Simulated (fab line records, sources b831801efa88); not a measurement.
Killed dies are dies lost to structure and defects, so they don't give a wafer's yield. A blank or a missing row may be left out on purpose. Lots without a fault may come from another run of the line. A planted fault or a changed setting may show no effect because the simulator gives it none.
A struck lot beside a sound one | flow sfq_line | 37 steps out of a route of 325
Sound: wafers L787.2, L787.5, L787.6. Struck: wafer L795.6. (L795.1, L795.5 of the same lot were not struck and are left out.) The cause comes at the end.
At each step with rows: each side's tool, then ch and its chambers, then its first start. Under that, the readings that differ: sound wafers | struck wafers | difference of the means | sigmas: that difference in standard deviations of wafers without a fault.
alike: readings whose means differ by less than 2 such deviations, and words and numbers that are the same on both sides. not compared: withheld readings, readings that some wafer has no value for, bounds like >300 that may hide the same value, and numbers for which the record gives no deviation and whose values overlap.
The two part at a step that has a row with sigmas, a row that says differs or no value, or rows on one side only. Numbers that don't overlap but have no deviation are shown without sigmas and don't part them. A reading that every wafer of one side lacks parts them only if that side has two wafers or more.

SFQ_R5_THK_MEAS_934: measures by xrf.
  sound on film_metro-01, day 57 07:47; struck on film_metro-02, day 62 01:37
  alike: R5_MONX_THK
then, 6 steps without rows for these wafers: SFQ_TRILAYER_R5_LITHO_COAT_141 (resist thk 62 nm); SFQ_TRILAYER_R5_LITHO_COAT_136 (resist thk 600 nm); SFQ_TRILAYER_R5_LITHO_SOFTBAKE_140; SFQ_TRILAYER_R5_LITHO_EXPOSE_137 (exposes mask R5, target cd 500 nm); SFQ_TRILAYER_R5_LITHO_PEB_139 (peb time 60 s); SFQ_TRILAYER_R5_LITHO_DEVELOP_138 (time 60 s).
-- the record jumps here: 5 days lie between the struck wafers' starts before and after --
SFQ_R5_OVL_MEAS_935:
  sound on overlay-01, day 62 15:01; struck on overlay-01, day 66 13:59
  alike: R5_OVL
then, 1 step without rows for these wafers: SFQ_TRILAYER_R5_BARC_OPEN_METAL_ETCH_177 (etches BARC in O2, target depth 125 nm, time 41.7 s).
SFQ_TRILAYER_R5_ETCH_METAL_ETCH_139: etches the open film in Cl2, stops on SiO2, target depth 60 nm, time 40 s.
  sound on rie_metal-04 ch 0,1, day 62 15:07; struck on rie_metal-03 ch 1, day 66 14:05
  alike: chamber_pressure_mTorr, drypump_motor_current_A, oes_product_au
  not compared: rf_hours_counter_h
SFQ_TRILAYER_R5_STRIP_STRIP_140: strips in O2.
  sound on rie_metal-04 ch 0,1, day 62 15:10; struck on rie_metal-03 ch 1, day 66 14:09
  reading               | sound             | struck | difference | sigmas
  oes_product_au (a.u.) | 1.013 1.009 1.012 | 0.995  | -0.016     | -2
  platen_temp_c (C)     | 40.01 40.12 39.99 | 39.76  | -0.28      | -2
  alike: chamber_pressure_mTorr, drypump_motor_current_A
  not compared: rf_hours_counter_h
then, 1 step without rows for these wafers: SFQ_TRILAYER_R5_STRIP_SOLV_CLEAN_141 (cleans in NMP, time 600 s).
SFQ_TRILAYER_A5C_DEP_PECVD_142: deposits SiO2 from SiH4/N2O, time 15.556 s, target thk 70 nm.
  sound on pecvd-02 ch 0,1,2, day 62 15:56; struck on pecvd-02 ch 0, day 66 14:56
  reading                                              | sound            | struck | difference | sigmas
  model.SiO2_of_TRILAYER_A5C_DEP_PECVD_142.thk_nm (nm) | 70.02 70.4 70.41 | 75.74  | +5.46      |
  alike: chamber_pressure_Torr, heater_power_w, susceptor_temp_C, throttle_valve_pct
then, 6 steps without rows for these wafers: SFQ_TRILAYER_I5_LITHO_COAT_149 (resist thk 62 nm); SFQ_TRILAYER_I5_LITHO_COAT_144 (resist thk 650 nm); SFQ_TRILAYER_I5_LITHO_SOFTBAKE_148; SFQ_TRILAYER_I5_LITHO_EXPOSE_145 (exposes mask I5, target cd 700 nm); SFQ_TRILAYER_I5_LITHO_PEB_147 (peb time 60 s); SFQ_TRILAYER_I5_LITHO_DEVELOP_146 (time 60 s).
-- the record jumps here: 4 days lie between the struck wafers' starts before and after --
SFQ_I5_OVL_MEAS_936:
  sound on overlay-02, day 62 23:40; struck on overlay-02, day 71 01:46
  alike: I5_OVL
then, 1 step without rows for these wafers: SFQ_TRILAYER_I5_BARC_OPEN_VIA_ETCH_200 (etches BARC in O2, target depth 125 nm, time 41.7 s).
SFQ_TRILAYER_I5_ETCH_VIA_ETCH_147: etches the open film in CHF3, stops on Nb, target depth 360 nm.
  sound on rie_diel-04 ch 0,2, day 62 23:44; struck on rie_diel-01 ch 3, day 71 01:50
  reading                     | sound       | struck | difference | sigmas
  drypump_motor_current_A (A) | 5.3 5.9 5.4 | 6.6    | +1.1       | +2
  alike: chamber_pressure_mTorr, oes_product_au
SFQ_TRILAYER_I5_STRIP_STRIP_148: strips in O2.
  sound on rie_metal-02 ch 0,1, day 62 23:53; struck on rie_metal-02 ch 0, day 71 01:59
  reading                        | sound             | struck | difference | sigmas
  chamber_pressure_mTorr (mTorr) | 49.93 50.06 49.98 | 49.90  | -0.09      | -2
  alike: drypump_motor_current_A, oes_product_au, platen_temp_c
  not compared: rf_hours_counter_h
then, 7 steps without rows for these wafers: SFQ_TRILAYER_I5_STRIP_SOLV_CLEAN_149 (cleans in NMP, time 600 s); SFQ_TRILAYER_C5_LITHO_COAT_156 (resist thk 62 nm); SFQ_TRILAYER_C5_LITHO_COAT_151 (resist thk 650 nm); SFQ_TRILAYER_C5_LITHO_SOFTBAKE_155; SFQ_TRILAYER_C5_LITHO_EXPOSE_152 (exposes mask C5, target cd 500 nm); SFQ_TRILAYER_C5_LITHO_PEB_154 (peb time 60 s); SFQ_TRILAYER_C5_LITHO_DEVELOP_153 (time 60 s).
-- the record jumps here: 4 days lie between the struck wafers' starts before and after --
SFQ_C5_OVL_MEAS_937:
  sound on overlay-01, day 67 22:24; struck on overlay-02, day 75 10:34
  alike: C5_OVL
SFQ_TRILAYER_C5_BARC_OPEN_VIA_ETCH_210: etches BARC in O2, target depth 125 nm, time 41.7 s.
  sound on rie_diel-04 ch 1,2, day 67 22:26; struck on rie_diel-02 ch 3, day 75 10:35
  reading                        | sound                | struck | difference | sigmas
  chamber_pressure_mTorr (mTorr) | 29.991 30.008 30.041 | 29.935 | -0.078     | -3
  alike: drypump_motor_current_A, oes_product_au
  not compared: rf_hours_counter_h
SFQ_TRILAYER_C5_ETCH_VIA_ETCH_154: etches SiO2 in CHF3, stops on Nb, target depth 84 nm.
  sound on rie_diel-04 ch 1,2, day 67 22:28; struck on rie_diel-02 ch 3, day 75 10:38
  reading                        | sound                | struck | difference | sigmas
  chamber_pressure_mTorr (mTorr) | 30.007 29.981 29.997 | 29.936 | -0.059     | -2
  oes_product_au (a.u.)          | 0.899 0.897 0.897    | 0.935  | +0.037     | +5
  model.etch.depth_nm (nm)       | 70.02 70.4 70.41     | 75.74  | +5.46      |
  model.C5.feature_depth_nm (nm) | 70.02 70.4 70.41     | 75.74  | +5.46      |
  alike: drypump_motor_current_A
then, 2 steps without rows for these wafers: SFQ_TRILAYER_C5_STRIP_STRIP_155 (strips in O2); SFQ_TRILAYER_C5_STRIP_SOLV_CLEAN_156 (cleans in NMP, time 600 s).
SFQ_TRILAYER_M6_DEP_PRE_CLEAN_158: time 22.5 s.
  sound on pvd_sputter-03, day 67 23:17; struck on pvd_sputter-06, day 75 11:28
  reading                                              | sound            | struck | difference | sigmas
  model.SiO2_of_TRILAYER_A5C_DEP_PECVD_142.thk_nm (nm) | 62.52 62.9 62.91 | 68.24  | +5.46      |
then, 1 step without rows for these wafers: SFQ_TRILAYER_M6_DEP_SPUTTER_157 (material Nb, target thk 200 nm, time 133.3 s).

WHERE THEY PART
First at SFQ_TRILAYER_R5_STRIP_STRIP_140; last, within this record, at SFQ_TRILAYER_C5_ETCH_VIA_ETCH_154.

WHY: what the simulator had put in
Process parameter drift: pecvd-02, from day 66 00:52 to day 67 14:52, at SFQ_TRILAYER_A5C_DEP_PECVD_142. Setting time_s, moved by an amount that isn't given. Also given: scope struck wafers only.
